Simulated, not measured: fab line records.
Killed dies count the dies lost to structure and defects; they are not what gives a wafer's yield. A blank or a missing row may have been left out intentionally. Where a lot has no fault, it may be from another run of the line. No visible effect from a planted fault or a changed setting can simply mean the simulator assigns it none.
Comparing a struck lot with a sound one    flow sfqLine    14 out of 325 route steps
Sound: the wafers L713.1, L713.3, L713.4. Wafers L723.1, L723.2, L723.4 were the ones struck. The cause comes at the end.
Per side, at each step with rows, come the tool, then ch with its chambers, and then its first start. Under that, the readings that differ: sound wafers    struck wafers    difference of the means    sigmas: that difference in standard deviations of wafers without a fault.
alike: readings with means less than 2 such deviations apart, plus words and numbers identical on both sides. not compared: withheld readings, readings lacking a value on some wafer, bounds such as >300 that could conceal the same value, and numbers that have no deviation in the record and whose values overlap.
A row with sigmas, a row that says differs or no value, or rows on one side alone: a step with any of these is where the two part. Numbers that don't overlap but have no deviation are shown without sigmas and don't part them. A reading missing from all wafers of one side parts the sides only when that side holds two or more wafers.

first, 6 steps without rows for these wafers: SFQ_TRILAYER_L0_VIA_LITHO_COAT_018 (resist thk 62 nm); SFQ_TRILAYER_L0_VIA_LITHO_COAT_013 (resist thk 650 nm); SFQ_TRILAYER_L0_VIA_LITHO_SOFTBAKE_017; SFQ_TRILAYER_L0_VIA_LITHO_EXPOSE_014 (exposes mask L0V, target cd 700 nm); SFQ_TRILAYER_L0_VIA_LITHO_PEB_016 (peb time 60 s); SFQ_TRILAYER_L0_VIA_LITHO_DEVELOP_015 (time 60 s).
SFQ_L0V_OVL_MEAS_903:
  sound on overlay-01 at day 10 22:16; struck on overlay-01 at day 14 07:27
  alike: L0V_OVL
SFQ_TRILAYER_L0_VIA_BARC_OPEN_VIA_ETCH_021: etches BARC in O2, target depth 125 nm, time 41.7 s.
  sound on rieDiel-03 ch 1,2,3, day 10 22:18; struck on rieDiel-03 ch 0,3, day 14 07:29
  alike: drypumpMotorCurrentA, oesProductAu
  not compared: rfHoursCounterH
SFQ_TRILAYER_L0_VIA_ETCH_VIA_ETCH_016: etches SiO2 in CHF3, stops on MoNx KI, target depth 80 nm.
  sound on rieDiel-03 ch 1,2,3, day 10 22:20; struck on rieDiel-03 ch 0,3, day 14 07:31
  alike: drypumpMotorCurrentA, oesProductAu
SFQ_TRILAYER_L0_VIA_STRIP_STRIP_017: strips in O2.
  sound on rieMetal-03 ch 0,1, day 10 22:23; struck on rieMetal-04 ch 0,1, day 14 07:34
  alike: drypumpMotorCurrentA, oesProductAu
  not compared: rfHoursCounterH
then, 2 steps without rows for these wafers: SFQ_TRILAYER_L0_VIA_STRIP_SOLV_CLEAN_018 (cleans in NMP, time 600 s); SFQ_TRILAYER_M0_DEP_PRE_CLEAN_020 (time 15 s).
SFQ_TRILAYER_M0_DEP_SPUTTER_019: material Nb, target thk 200 nm, time 133.3 s.
  sound on pvdSputter-06 at day 10 23:11; struck on pvdSputter-05 at day 14 08:22
reading                 sound                    struck                   difference  sigmas
chamberPressurePa (Pa)  0.13357 0.13323 0.13359  0.10179 0.10148 0.10154  -0.03186    -99 or more
throttleValvePct (%)    29.4 28.4 32.0           35.3 32.0 33.3           +3.6        +4
SFQ_M0_RS_MEAS_904: measures by four-point-probe.
  sound on filmMetro-02 at day 10 23:16; struck on filmMetro-02 at day 14 08:28
reading            sound              struck             difference  sigmas
M0_NB_RS (ohm/sq)  0.904 0.893 0.898  0.870 0.878 0.883  -0.021      -2

== WHERE THEY PART ==
Last at SFQ_M0_RS_MEAS_904 as far as this record goes, first at SFQ_TRILAYER_M0_DEP_SPUTTER_019.

WHY: what the simulator had put in
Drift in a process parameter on pvdSputter-05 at SFQ_TRILAYER_M0_DEP_SPUTTER_019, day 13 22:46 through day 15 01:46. Setting chamberPressurePa, moved by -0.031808, from 0.1333. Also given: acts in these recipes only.
